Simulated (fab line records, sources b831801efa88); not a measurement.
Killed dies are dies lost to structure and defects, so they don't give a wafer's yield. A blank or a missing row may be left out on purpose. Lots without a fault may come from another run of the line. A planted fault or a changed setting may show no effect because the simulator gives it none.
Which tool did it? | flow sky130 | 10 lots, 30 wafers sampled, at 6 steps of a route of 708

WHAT THE GAUGES READ, wafer by wafer
SKY_LDD_P_OVL_MEAS_08. Usual: LDD_P_OVL 0.2 nm, standard deviation 1.7.
lot  | measured     | on         | LDD_P_OVL (nm) | flag
L522 | day 20 04:28 | overlay-01 | -1.7 -2.2 -2.5 |
L525 | day 21 14:10 | overlay-02 | 3.6 2.4 3.6    |
L528 | day 23 03:47 | overlay-02 | -1.9 -2.3 0.0  |
L530 | day 23 16:08 | overlay-02 | 0.9 2.4 2.2    |
L531 | day 23 20:29 | overlay-01 | 1.3 0.6 0.7    |
L532 | day 24 04:26 | overlay-02 | 1.1 1.8 -0.6   |
L534 | day 24 19:46 | overlay-02 | 1.8 1.0 0.7    |
L535 | day 25 00:56 | overlay-02 | 0.4 1.0 0.4    |
L538 | day 26 01:17 | overlay-02 | 2.4 3.0 1.2    |
L541 | day 27 07:02 | overlay-02 | 4.1 2.8 1.7    |

SKY_LDD_LDN_TW_MEAS_13. Usual: LDD_LDN_TW 1486, standard deviation 21.
lot  | measured     | on            | LDD_LDN_TW        | flag
L522 | day 24 02:13 | film_metro-03 | 1516 1507 1513    |
L525 | day 25 09:21 | film_metro-04 | 1468 1470 1466    |
L528 | day 26 21:24 | film_metro-04 | 30 30 30 30 30 30 | OFF
L530 | day 27 09:21 | film_metro-04 | 30 30 30 30 30 30 | OFF
L531 | day 27 11:34 | film_metro-04 | 29 30 29 29 30 30 | OFF
L532 | day 27 19:19 | film_metro-01 | 1469 1473 1469    |
L534 | day 28 11:56 | film_metro-03 | 1509 1518 1510    |
L535 | day 28 15:22 | film_metro-03 | 1502 1508 1508    |
L538 | day 29 16:01 | film_metro-01 | 1476 1467 1470    |
L541 | day 30 20:06 | film_metro-03 | 1511 1502 1499    |

WHICH TOOL RAN EACH LOT (tool, then ch and the chambers of the sampled wafers, then the start)
lot  | SKY_SONOS_ONO_ETCH_15              | SKY_LDD_N_STRIP_16                   | SKY_LDD_HVP_STRIP_09                 | SKY_LDD_LDN_STRIP_12
L522 | rie_diel-02 ch 2,3, day 13 15:40   | plasma_asher-04 ch 0,1, day 18 21:33 | plasma_asher-04 ch 0,1, day 22 18:17 | plasma_asher-02 ch 0,1, day 24 02:05
L525 | rie_diel-01 ch 0,2,3, day 14 21:34 | plasma_asher-02 ch 0,1, day 20 07:03 | plasma_asher-04 ch 0,1, day 24 03:11 | plasma_asher-04 ch 0,1, day 25 09:15
L528 | rie_diel-01 ch 1,2, day 16 05:58   | plasma_asher-02 ch 0,1, day 21 21:06 | plasma_asher-04 ch 0,1, day 25 15:30 | plasma_asher-03 ch 0, day 26 21:17
L530 | rie_diel-02 ch 1,3, day 16 22:25   | plasma_asher-02 ch 0,1, day 22 09:48 | plasma_asher-01 ch 1, day 26 03:48   | plasma_asher-02 ch 0,1, day 27 09:14
L531 | rie_diel-04 ch 1,2, day 17 01:28   | plasma_asher-02 ch 0,1, day 22 14:56 | plasma_asher-01 ch 0,1, day 26 07:11 | plasma_asher-02 ch 0,1, day 27 11:29
L532 | rie_diel-02 ch 1,2, day 17 06:28   | plasma_asher-02 ch 0, day 22 21:50   | plasma_asher-04 ch 0,1, day 26 14:41 | plasma_asher-04 ch 0,1, day 27 19:12
L534 | rie_diel-02 ch 0,1, day 17 23:28   | plasma_asher-03 ch 0, day 23 14:44   | plasma_asher-01 ch 0,1, day 27 06:06 | plasma_asher-02 ch 0,1, day 28 11:50
L535 | rie_diel-04 ch 0,1,2, day 18 08:43 | plasma_asher-02 ch 0,1, day 23 19:42 | plasma_asher-01 ch 0,1, day 27 10:45 | plasma_asher-02 ch 0,1, day 28 15:16
L538 | rie_diel-02 ch 0,1,3, day 19 07:37 | plasma_asher-02 ch 0,1, day 24 20:23 | plasma_asher-04 ch 0,1, day 28 11:47 | plasma_asher-04 ch 0,1, day 29 15:56
L541 | rie_diel-04 ch 0,3, day 20 12:59   | plasma_asher-04 ch 0,1, day 26 02:05 | plasma_asher-01 ch 0,1, day 29 16:02 | plasma_asher-03 ch 1, day 30 19:59
- SKY_SONOS_ONO_ETCH_15: etches the open film in CHF3/O2, target depth 19.52 nm, time 7.8 s.
- SKY_LDD_N_STRIP_16: strips in O2/N2.
- SKY_LDD_HVP_STRIP_09: strips in O2/N2.
- SKY_LDD_LDN_STRIP_12: strips in O2/N2.

WHAT THE TOOLS THEMSELVES READ (means of the sampled wafers that have a number; where no wafer has one, the mark that the record gives instead)
SKY_SONOS_ONO_ETCH_15. Usual: bias_w 200.0 W, standard deviation 0.59; drypump_motor_current_A 5.8 A, standard deviation 0.36; oes_product_au 1.003 a.u., standard deviation 0.0084; throttle_valve_pct 8.825 %, standard deviation 0.0096.
lot  | tool        | bias_w (W) | drypump_motor_current_A (A) | oes_product_au (a.u.) | throttle_valve_pct (%) | flag
L522 | rie_diel-02 | 199.7      | 5.9                         | 1.006                 | 8.827                  |
L525 | rie_diel-01 | 200.5      | 5.7                         | 1.004                 | 8.829                  |
L528 | rie_diel-01 | 200.0      | 5.9                         | 0.994                 | 8.813                  |
L530 | rie_diel-02 | 200.0      | 5.7                         | 1.012                 | 8.822                  |
L531 | rie_diel-04 | 200.0      | 6.2                         | 1.006                 | 8.831                  |
L532 | rie_diel-02 | 200.1      | 6.0                         | 1.003                 | 8.820                  |
L534 | rie_diel-02 | 200.3      | 5.4                         | 1.009                 | 8.830                  |
L535 | rie_diel-04 | 199.7      | 6.0                         | 0.997                 | 8.823                  |
L538 | rie_diel-02 | 200.1      | 5.6                         | 0.997                 | 8.828                  |
L541 | rie_diel-04 | 200.0      | 5.6                         | 0.999                 | 8.826                  |

SKY_LDD_N_STRIP_16. Usual: chamber_pressure_mTorr 1500.1 mTorr, standard deviation 1.3; drypump_motor_current_A 5.5 A, standard deviation 0.37; n2_flow_sccm 300.2 sccm, standard deviation 0.76; oes_product_au 0.406 a.u., standard deviation 0.0043; strip_time_to_endpoint_s 4.313 s, standard deviation 0.015.
lot  | tool            | chamber_pressure_mTorr (mTorr) | drypump_motor_current_A (A) | n2_flow_sccm (sccm) | oes_product_au (a.u.) | strip_time_to_endpoint_s (s) | flag
L522 | plasma_asher-04 | 1500.7                         | 5.0                         | 300.6               | 0.407                 | 4.323                        |
L525 | plasma_asher-02 | 1499.4                         | 5.5                         | 301.5               | 0.406                 | 4.318                        |
L528 | plasma_asher-02 | 1499.8                         | 5.6                         | 300.1               | 0.410                 | 4.312                        |
L530 | plasma_asher-02 | 1498.6                         | 5.6                         | 299.9               | 0.406                 | 4.298                        |
L531 | plasma_asher-02 | 1501.3                         | 5.6                         | 300.3               | 0.408                 | 4.322                        |
L532 | plasma_asher-02 | 1500.5                         | 5.5                         | 299.9               | 0.406                 | 4.324                        |
L534 | plasma_asher-03 | 1501.2                         | 6.1                         | 300.3               | 0.405                 | 4.330                        |
L535 | plasma_asher-02 | 1500.7                         | 5.6                         | 300.0               | 0.404                 | 4.315                        |
L538 | plasma_asher-02 | 1499.6                         | 5.6                         | 300.5               | 0.407                 | 4.309                        |
L541 | plasma_asher-04 | 1500.7                         | 4.9                         | 299.8               | 0.406                 | 4.310                        |

SKY_LDD_HVP_STRIP_09. Usual: chamber_pressure_mTorr 1499.9 mTorr, standard deviation 1.4; drypump_motor_current_A 5.4 A, standard deviation 0.43; n2_flow_sccm 300.2 sccm, standard deviation 1; oes_product_au 0.408 a.u., standard deviation 0.0047; strip_time_to_endpoint_s 4.136 s, standard deviation 0.014.
lot  | tool            | chamber_pressure_mTorr (mTorr) | drypump_motor_current_A (A) | n2_flow_sccm (sccm) | oes_product_au (a.u.) | strip_time_to_endpoint_s (s) | flag
L522 | plasma_asher-04 | 1500.5                         | 5.0                         | 299.7               | 0.408                 | 4.143                        |
L525 | plasma_asher-04 | 1498.0                         | 5.0                         | 301.0               | 0.409                 | 4.135                        |
L528 | plasma_asher-04 | -                              | -                           | -                   | -                     | -                            | OFF
L530 | plasma_asher-01 | -                              | -                           | -                   | -                     | -                            | OFF
L531 | plasma_asher-01 | -                              | -                           | -                   | -                     | -                            | OFF
L532 | plasma_asher-04 | 1500.1                         | 5.0                         | 299.8               | 0.407                 | 4.133                        |
L534 | plasma_asher-01 | 1499.3                         | 5.6                         | 299.8               | 0.407                 | 4.124                        |
L535 | plasma_asher-01 | 1500.4                         | 5.8                         | 298.9               | 0.409                 | 4.150                        |
L538 | plasma_asher-04 | 1499.0                         | 4.9                         | 300.4               | 0.409                 | 4.136                        |
L541 | plasma_asher-01 | 1498.7                         | 5.6                         | 301.2               | 0.405                 | 4.123                        |

SKY_LDD_LDN_STRIP_12. Usual: chamber_pressure_mTorr 1500.1 mTorr, standard deviation 1.4; drypump_motor_current_A 5.5 A, standard deviation 0.42; n2_flow_sccm 300.0 sccm, standard deviation 0.86; oes_product_au 0.716 a.u., standard deviation 0.0046; strip_time_to_endpoint_s 14.18 s, standard deviation 0.044.
lot  | tool            | chamber_pressure_mTorr (mTorr) | drypump_motor_current_A (A) | n2_flow_sccm (sccm) | oes_product_au (a.u.) | strip_time_to_endpoint_s (s) | flag
L522 | plasma_asher-02 | 1500.8                         | 5.6                         | 299.1               | 0.712                 | 14.11                        |
L525 | plasma_asher-04 | 1498.9                         | 5.0                         | 300.2               | 0.716                 | 14.19                        |
L528 | plasma_asher-03 | 1499.6                         | 6.1                         | 300.6               | 0.711                 | 18.79                        | OFF
L530 | plasma_asher-02 | 1498.6                         | 5.6                         | 299.5               | 0.715                 | 18.76                        | OFF
L531 | plasma_asher-02 | 1499.8                         | 5.5                         | 301.1               | 0.718                 | 18.74                        | OFF
L532 | plasma_asher-04 | 1499.3                         | 4.9                         | 301.0               | 0.714                 | 14.24                        |
L534 | plasma_asher-02 | 1501.6                         | 5.5                         | 299.6               | 0.715                 | 14.22                        |
L535 | plasma_asher-02 | 1499.6                         | 5.6                         | 299.7               | 0.717                 | 14.22                        |
L538 | plasma_asher-04 | 1500.7                         | 4.9                         | 300.1               | 0.715                 | 14.17                        |
L541 | plasma_asher-03 | 1501.2                         | 5.5                         | 300.7               | 0.721                 | 14.16                        |

THE ANSWER, worked out from the rows above alone
Rule: a lot is off if the mean of its wafers that have a number lies more than 3 standard deviations from the usual mean. A lot without any number at a reading at which 4 lots or more have one is off too. The other lots that the step has rows for count as sound. The gauges are gone through in route order, then the tools' own readings, and for those a lot's mean is taken as printed above. The first step at which some lot is off is used, and at that step the reading that is off furthest; a lot without a number counts as furthest.
Off: L528, L530, L531, at SKY_LDD_LDN_TW_MEAS_13 (LDD_LDN_TW).
A tool fits if, at a process step before that reading, it ran every lot that is off, and no sound lot after the first of them. The gauges at SKY_LDD_LDN_TW_MEAS_13 aren't tried: what is off there is off at SKY_LDD_HVP_STRIP_09 too, on other tools, and a gauge's error can't cause that. None of those tried fits.

WHAT THE SIMULATOR HAD PUT IN
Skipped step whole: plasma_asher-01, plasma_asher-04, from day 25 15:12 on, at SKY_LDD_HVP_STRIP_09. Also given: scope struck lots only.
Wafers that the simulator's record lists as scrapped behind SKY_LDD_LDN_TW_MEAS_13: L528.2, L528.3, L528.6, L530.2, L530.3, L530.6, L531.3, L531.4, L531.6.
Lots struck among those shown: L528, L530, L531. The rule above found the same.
